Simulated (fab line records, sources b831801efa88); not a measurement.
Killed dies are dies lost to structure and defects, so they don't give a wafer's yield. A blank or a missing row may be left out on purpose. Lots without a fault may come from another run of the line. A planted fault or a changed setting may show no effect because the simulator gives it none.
Chamber matching | flow sfq_line | SFQ_TRILAYER_I1_CMP_CMP_046 on cmp-02: 4 sister chambers
The step polishes SiO2. 4 wafers are shown with their chamber, then 8 later ones without.

WAFERS WITH THEIR CHAMBER
wafer  | chamber | motor_current_A (A)
L134.6 | 2       | 11.7
L143.5 | 0       | 10.3
L143.6 | 1       | 9.8
L145.2 | 3       | 8.5

WAFERS WITHOUT THEIR CHAMBER
wafer  | motor_current_A (A)
L145.3 | 10.0
L145.6 | 11.5
L146.1 | 12.0
L146.2 | 8.8
L146.6 | 10.8
L147.1 | 10.7
L147.2 | 10.0
L147.4 | 11.8

WHICH CHAMBER EACH WENT THROUGH
wafer  | from the rows above          | in truth
L145.3 | can't be placed: 1 or 0      | 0
L145.6 | 2                            | 2
L146.1 | 2                            | 2
L146.2 | 3                            | 3
L146.6 | can't be placed: 0 or 2 or 1 | 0
L147.1 | can't be placed: 0 or 1      | 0
L147.2 | can't be placed: 1 or 0      | 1
L147.4 | 2                            | 2
Placed correctly: 4 of 8. Can't be placed from these rows: 4 (the true chamber is among the candidates in 4). Placed wrongly: 0.
How it was worked out, from the rows above alone: a wafer's distance from a chamber is the root of the sum, over the readings, of the square of ((its reading less the chamber's mean) divided by the reading's scatter). The wafer belongs to the nearest chamber; if the next one is less than 2 further off, it can't be placed. A chamber's mean is the mean of its shown wafers. The scatter: with one shown wafer a chamber, the root of the mean of the squares of how far each hidden wafer lies from its nearest shown one.
